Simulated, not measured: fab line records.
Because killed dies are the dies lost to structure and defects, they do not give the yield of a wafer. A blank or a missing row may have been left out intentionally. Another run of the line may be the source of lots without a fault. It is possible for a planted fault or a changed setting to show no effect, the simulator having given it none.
Which of the tools did it? :: flow gf180mcu :: 14 lots with 42 wafers sampled at 3 steps, on a route of 602 steps

== WHAT EACH GAUGE READ, for each wafer ==
GF_STI_BOW_MEAS_00.
lot: L664
measured: day 1 10:00
on: film metro-02
INCOMING_BOW (um): 9 4 -6

lot: L667
measured: day 2 01:01
on: film metro-03
INCOMING_BOW (um): 2 3 8

lot: L673
measured: day 3 07:00
on: film metro-04
INCOMING_BOW (um): 3 1 6

lot: L674
measured: day 3 12:02
on: film metro-02
INCOMING_BOW (um): -3 -2 1

lot: L676
measured: day 3 22:00
on: film metro-03
INCOMING_BOW (um): 5 4 -10

lot: L678
measured: day 4 08:01
on: film metro-04
INCOMING_BOW (um): 1 1 8

lot: L679
measured: day 4 13:01
on: film metro-04
INCOMING_BOW (um): 0 0 3

lot: L680
measured: day 4 18:00
on: film metro-04
INCOMING_BOW (um): -3 -6 -9

lot: L682
measured: day 5 04:00
on: film metro-03
INCOMING_BOW (um): 3 8 6

lot: L683
measured: day 5 09:00
on: film metro-03
INCOMING_BOW (um): -3 6 0

lot: L684
measured: day 5 14:00
on: film metro-02
INCOMING_BOW (um): 6 7 3

lot: L685
measured: day 5 19:01
on: film metro-04
INCOMING_BOW (um): 8 11 5

lot: L686
measured: day 6 00:00
on: film metro-02
INCOMING_BOW (um): 0 -1 2

lot: L687
measured: day 6 05:02
on: film metro-02
INCOMING_BOW (um): 17 1 4

GF_STI_THK_MEAS_30.
lot: L664
measured: day 2 06:04
on: film metro-02
STI_OXIDATION_02_THK (nm): 9.72 10.07 9.90

lot: L667
measured: day 2 21:19
on: film metro-04
STI_OXIDATION_02_THK (nm): 10.10 10.11 10.10

lot: L673
measured: day 4 14:22
on: film metro-03
STI_OXIDATION_02_THK (nm): 10.11 10.05 10.04

lot: L674
measured: day 4 21:31
on: film metro-02
STI_OXIDATION_02_THK (nm): 10.16 10.24 10.51

lot: L676
measured: day 5 03:04
on: film metro-04
STI_OXIDATION_02_THK (nm): 10.09 10.27 10.21

lot: L678
measured: day 5 06:55
on: film metro-03
STI_OXIDATION_02_THK (nm): 9.81 9.78 9.80

lot: L679
measured: day 5 17:01
on: film metro-04
STI_OXIDATION_02_THK (nm): 10.26 10.29 10.34

lot: L680
measured: day 5 17:09
on: film metro-04
STI_OXIDATION_02_THK (nm): 10.05 9.96 9.94

lot: L682
measured: day 6 03:49
on: film metro-04
STI_OXIDATION_02_THK (nm): 10.21 10.11 10.03

lot: L683
measured: day 6 07:40
on: film metro-04
STI_OXIDATION_02_THK (nm): 10.12 10.07 10.17

lot: L684
measured: day 6 12:32
on: film metro-02
STI_OXIDATION_02_THK (nm): 9.81 9.81 9.92

lot: L685
measured: day 6 19:43
on: film metro-03
STI_OXIDATION_02_THK (nm): 9.95 10.09 10.03

lot: L686
measured: day 7 00:33
on: film metro-04
STI_OXIDATION_02_THK (nm): 9.88 9.92 9.83

lot: L687
measured: day 7 04:29
on: film metro-03
STI_OXIDATION_02_THK (nm): 9.98 9.93 9.87

== EACH LOT AND THE TOOL THAT RAN IT (in order: tool; ch and the chambers of the sampled wafers; start) ==
lot: L664
GF_STI_WET_ETCH_26: wet bench-01 ch 2, day 2 04:04

lot: L667
GF_STI_WET_ETCH_26: wet bench-02 ch 0, day 2 19:05

lot: L673
GF_STI_WET_ETCH_26: wet bench-02 ch 1, day 4 08:17

lot: L674
GF_STI_WET_ETCH_26: wet bench-03 ch 2, day 4 13:30

lot: L676
GF_STI_WET_ETCH_26: wet bench-03 ch 3, day 4 23:07

lot: L678
GF_STI_WET_ETCH_26: wet bench-01 ch 2, day 5 04:41

lot: L679
GF_STI_WET_ETCH_26: wet bench-02 ch 3, day 5 14:43

lot: L680
GF_STI_WET_ETCH_26: wet bench-03 ch 0, day 5 15:01

lot: L682
GF_STI_WET_ETCH_26: wet bench-01 ch 3, day 6 01:04

lot: L683
GF_STI_WET_ETCH_26: wet bench-03 ch 1, day 6 05:27

lot: L684
GF_STI_WET_ETCH_26: wet bench-03 ch 3, day 6 10:32

lot: L685
GF_STI_WET_ETCH_26: wet bench-01 ch 1, day 6 16:46

lot: L686
GF_STI_WET_ETCH_26: wet bench-03 ch 3, day 6 21:31

lot: L687
GF_STI_WET_ETCH_26: wet bench-02 ch 0, day 7 02:29
- GF_STI_WET_ETCH_26: etches SiO2 in dHF, target depth 94 nm, time 188 s.

== AS READ BY THE TOOLS THEMSELVES (means over the sampled wafers that have a number; for cases with no such wafer, the mark the record gives instead) ==
GF_STI_WET_ETCH_26.
lot: L664
tool: wet bench-01
bath heat duty pct (%): 6.6
run length s (s): 215

lot: L667
tool: wet bench-02
bath heat duty pct (%): 5.8
run length s (s): 221

lot: L673
tool: wet bench-02
bath heat duty pct (%): -
run length s (s): -

lot: L674
tool: wet bench-03
bath heat duty pct (%): -
run length s (s): -

lot: L676
tool: wet bench-03
bath heat duty pct (%): 5.3
run length s (s): 222

lot: L678
tool: wet bench-01
bath heat duty pct (%): 6.8
run length s (s): 220

lot: L679
tool: wet bench-02
bath heat duty pct (%): 6.2
run length s (s): 213

lot: L680
tool: wet bench-03
bath heat duty pct (%): 6.0
run length s (s): 219

lot: L682
tool: wet bench-01
bath heat duty pct (%): 6.1
run length s (s): 220

lot: L683
tool: wet bench-03
bath heat duty pct (%): 6.4
run length s (s): 221

lot: L684
tool: wet bench-03
bath heat duty pct (%): 5.8
run length s (s): 222

lot: L685
tool: wet bench-01
bath heat duty pct (%): 5.9
run length s (s): 214

lot: L686
tool: wet bench-03
bath heat duty pct (%): 6.0
run length s (s): 223

lot: L687
tool: wet bench-02
bath heat duty pct (%): 5.5
run length s (s): 213

== THE ANSWER, worked out from the rows above alone ==
Rule: what is usual is taken from the lots themselves. Put in order of their means at a reading, lots are off if they are a third of the lots or fewer, leave a main group of 4 or more, and stand apart from it by a gap of 3 or more times the standard deviation of the main group's means; of several such gaps the widest counts. The tables above print the reading to a certain number of digits; a main group whose means all agree to those digits is not used. A lot without any number at a reading at which 4 lots or more have one is off too. Any other lot the step has rows for is counted as sound. Order of review: gauges by route order, followed by the tools' own readings, for which a lot's mean as printed above is used. At the first step where some lot is off, the reading lying furthest off is the one used; lots without a number count as furthest.
Off at GF_STI_WET_ETCH_26 (bath heat duty pct): L673, L674. Without a number there: L673, L674. Mean 6.0 % and standard deviation 0.41 in the main group.
A tool fits if, at that step or a process step before it, it ran every lot that is off, and no sound lot after the first of them. No candidate that was tried fits.

== WHAT THE SIMULATOR PUT IN ==
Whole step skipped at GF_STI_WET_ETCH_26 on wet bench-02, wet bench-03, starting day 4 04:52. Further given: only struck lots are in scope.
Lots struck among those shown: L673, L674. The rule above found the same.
